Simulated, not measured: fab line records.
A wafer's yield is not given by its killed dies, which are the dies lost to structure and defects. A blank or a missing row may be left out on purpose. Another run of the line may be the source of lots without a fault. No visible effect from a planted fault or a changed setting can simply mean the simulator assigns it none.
Chamber matching | flow sky130 | SKY_METAL3_ETCH_17 on rie diel-02 has 4 sister chambers
The step etches SiO2 in C4F8/O2/Ar, stops on TiN, time 3.9 s, target depth 15 nm. 4 wafers are shown with their chamber, then 9 later ones without.

## WAFERS PAIRED WITH THEIR CHAMBERS
wafer  | chamber | oes product au (a.u.)
L088.1 | 1       | 0.748
L088.2 | 2       | 0.755
L089.4 | 3       | 0.757
L089.6 | 0       | 0.757

## WAFERS MISSING THEIR CHAMBER
wafer  | oes product au (a.u.)
L090.1 | 0.757
L090.2 | 0.742
L090.6 | 0.751
L096.1 | 0.748
L096.2 | 0.752
L096.3 | 0.737
L096.4 | 0.748
L096.5 | 0.750
L096.6 | 0.742

## CHAMBER TAKEN BY EACH
wafer  | from the rows above               | in truth
L090.1 | can't be placed: 0 or 3 or 2 or 1 | 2
L090.2 | can't be placed: 1 or 2 or 0 or 3 | 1
L090.6 | can't be placed: 1 or 2 or 0 or 3 | 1
L096.1 | can't be placed: 1 or 2 or 0 or 3 | 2
L096.2 | can't be placed: 2 or 1 or 0 or 3 | 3
L096.3 | can't be placed: 1 or 2 or 0 or 3 | 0
L096.4 | can't be placed: 1 or 2 or 0 or 3 | 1
L096.5 | can't be placed: 1 or 2 or 0 or 3 | 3
L096.6 | can't be placed: 1 or 2 or 0 or 3 | 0
Correctly placed: 0 of 9. Can't be placed from these rows: 9 (the true chamber is among the candidates in 9). 0 placed wrongly.
How it was worked out, from the rows above alone: a wafer's distance from a chamber is the root of the sum, over the readings, of the square of ((its reading less the chamber's mean) divided by the reading's scatter). The wafer belongs to the nearest chamber; if the next one is less than 2 further off, it can't be placed. For every chamber, the mean is computed from those of its wafers that are shown. The scatter: root of mean squared gap, hidden wafer to nearest shown wafer, with one shown wafer a chamber.
